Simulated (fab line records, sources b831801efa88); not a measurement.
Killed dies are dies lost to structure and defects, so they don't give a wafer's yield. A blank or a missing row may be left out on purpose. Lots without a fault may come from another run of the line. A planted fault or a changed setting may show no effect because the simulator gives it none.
Which tool did it? | flow sky130 | 22 lots, 66 wafers sampled, at 2 steps of a route of 708

WHAT THE GAUGES READ, wafer by wafer
SKY_VIA3_OVL_MEAS_13. Usual: VIA3_OVL 0 nm, standard deviation 5.5.
lot  | measured     | on         | VIA3_OVL (nm) | flag
L074 | day 39 07:18 | overlay-02 | -2 -8 0       |
L075 | day 40 03:18 | overlay-01 | -7 0 7        |
L076 | day 40 04:00 | overlay-01 | -18 -1 -12    |
L077 | day 41 00:11 | overlay-02 | 2 7 4         |
L078 | day 41 04:42 | overlay-02 | 3 -3 1        |
L079 | day 41 22:33 | overlay-02 | 1 7 4         |
L080 | day 41 19:09 | overlay-02 | 3 -3 -4       |
L082 | day 42 08:56 | overlay-02 | 0 -4 4        |
L083 | day 43 06:23 | overlay-02 | -2 6 -5       |
L084 | day 43 03:02 | overlay-02 | -12 -6 2      |
L086 | day 43 12:45 | overlay-01 | 2 9 -1        |
L085 | day 43 12:57 | overlay-02 | 7 7 10        |
L087 | day 43 10:59 | overlay-02 | 0 -2 -2       |
L088 | day 43 15:02 | overlay-01 | -8 -5 -2      |
L089 | day 44 02:29 | overlay-01 | 5 0 -2        |
L090 | day 44 05:43 | overlay-02 | 6 1 4         |
L091 | day 44 14:04 | overlay-02 | -6 -11 -6     |
L092 | day 44 14:17 | overlay-01 | 2 -4 10       |
L093 | day 45 06:38 | overlay-01 | 1 -2 1        |
L095 | day 45 15:16 | overlay-02 | -5 -2 -1      |
L096 | day 45 20:21 | overlay-02 | -11 -5 -4     |
L097 | day 45 23:30 | overlay-01 | -1 3 -6       |

WHICH TOOL RAN EACH LOT (tool, then ch and the chambers of the sampled wafers, then the start)
lot  | SKY_VT_ADJUST_PCH_STRIP_09
L074 | plasma_asher-04 ch 0,1, day 10 02:31
L075 | plasma_asher-01 ch 0,1, day 10 14:24
L076 | plasma_asher-01 ch 0,1, day 10 19:31
L077 | plasma_asher-02 ch 0,1, day 11 12:30
L078 | plasma_asher-02 ch 1, day 11 17:10
L079 | plasma_asher-02 ch 0,1, day 12 03:23
L080 | plasma_asher-04 ch 0,1, day 12 09:06
L082 | plasma_asher-02 ch 0,1, day 13 00:50
L083 | plasma_asher-02 ch 0,1, day 13 20:04
L084 | plasma_asher-01 ch 0,1, day 14 00:10
L086 | plasma_asher-01 ch 0,1, day 14 08:21
L085 | plasma_asher-01 ch 0,1, day 14 09:30
L087 | plasma_asher-02 ch 0,1, day 14 13:26
L088 | plasma_asher-01 ch 0,1, day 14 18:13
L089 | plasma_asher-04 ch 0,1, day 15 05:50
L090 | plasma_asher-01 ch 0,1, day 15 13:59
L091 | plasma_asher-04 ch 0, day 15 20:14
L092 | plasma_asher-01 ch 0,1, day 16 00:18
L093 | plasma_asher-02 ch 0,1, day 16 16:02
L095 | plasma_asher-04 ch 0,1, day 17 04:50
L096 | plasma_asher-02 ch 0,1, day 17 10:53
L097 | plasma_asher-02 ch 0,1, day 17 17:11
- SKY_VT_ADJUST_PCH_STRIP_09: strips in O2/N2.

WHAT THE TOOLS THEMSELVES READ (means of the sampled wafers that have a number; where no wafer has one, the mark that the record gives instead)
SKY_VT_ADJUST_PCH_STRIP_09. Usual: drypump_motor_current_A 5.8 A, standard deviation 0.49; n2_flow_sccm 300.0 sccm, standard deviation 0.91; o2_flow_sccm 3000 sccm, standard deviation 8.8; oes_product_au 0.723 a.u., standard deviation 0.0045; strip_time_to_endpoint_s 36.93 s, standard deviation 0.14.
lot  | tool            | drypump_motor_current_A (A) | n2_flow_sccm (sccm) | o2_flow_sccm (sccm) | oes_product_au (a.u.) | strip_time_to_endpoint_s (s) | flag
L074 | plasma_asher-04 | 5.3                         | 299.6               | 3006                | 0.726                 | 36.93                        |
L075 | plasma_asher-01 | 5.6                         | 300.4               | 2995                | 0.725                 | 36.75                        |
L076 | plasma_asher-01 | 5.6                         | 300.3               | 3003                | 0.721                 | 36.78                        |
L077 | plasma_asher-02 | 5.9                         | 300.9               | 2998                | 0.722                 | 36.76                        |
L078 | plasma_asher-02 | 5.8                         | 299.8               | 3002                | 0.718                 | 36.84                        |
L079 | plasma_asher-02 | 5.9                         | 300.2               | 3001                | 0.725                 | 36.94                        |
L080 | plasma_asher-04 | 5.8                         | 301.0               | 2998                | 0.724                 | 36.82                        |
L082 | plasma_asher-02 | 5.9                         | 299.5               | 3000                | 0.726                 | 36.89                        |
L083 | plasma_asher-02 | 5.9                         | 299.7               | 3000                | 0.723                 | 36.86                        |
L084 | plasma_asher-01 | 5.9                         | 299.8               | 2990                | 0.722                 | 36.92                        |
L086 | plasma_asher-01 | 5.5                         | 298.6               | 3003                | 0.725                 | 36.97                        |
L085 | plasma_asher-01 | 5.9                         | 299.9               | 2998                | 0.718                 | 37.10                        |
L087 | plasma_asher-02 | 5.9                         | 299.4               | 3000                | 0.721                 | 37.10                        |
L088 | plasma_asher-01 | 5.5                         | 299.5               | 3010                | 0.722                 | 36.92                        |
L089 | plasma_asher-04 | 5.7                         | 300.2               | 3003                | 0.726                 | 37.00                        |
L090 | plasma_asher-01 | 5.9                         | 300.9               | 3010                | 0.722                 | 36.98                        |
L091 | plasma_asher-04 | 4.9                         | 300.5               | 3007                | 0.724                 | 37.01                        |
L092 | plasma_asher-01 | 5.9                         | 299.2               | 2995                | 0.724                 | 36.83                        |
L093 | plasma_asher-02 | 5.9                         | 299.2               | 3004                | 0.727                 | 36.87                        |
L095 | plasma_asher-04 | 5.3                         | 299.8               | 2998                | 0.719                 | 37.09                        |
L096 | plasma_asher-02 | 5.9                         | 300.1               | 2997                | 0.726                 | 36.73                        |
L097 | plasma_asher-02 | 5.9                         | 300.0               | 3009                | 0.721                 | 37.04                        |

THE ANSWER, worked out from the rows above alone
Rule: a lot is off if the mean of its wafers that have a number lies more than 3 standard deviations from the usual mean. A lot without any number at a reading at which 4 lots or more have one is off too. The other lots that the step has rows for count as sound. The gauges are gone through in route order, then the tools' own readings, and for those a lot's mean is taken as printed above. The first step at which some lot is off is used, and at that step the reading that is off furthest; a lot without a number counts as furthest.
No lot is off at any reading shown: from this, nothing can be told.

WHAT THE SIMULATOR HAD PUT IN
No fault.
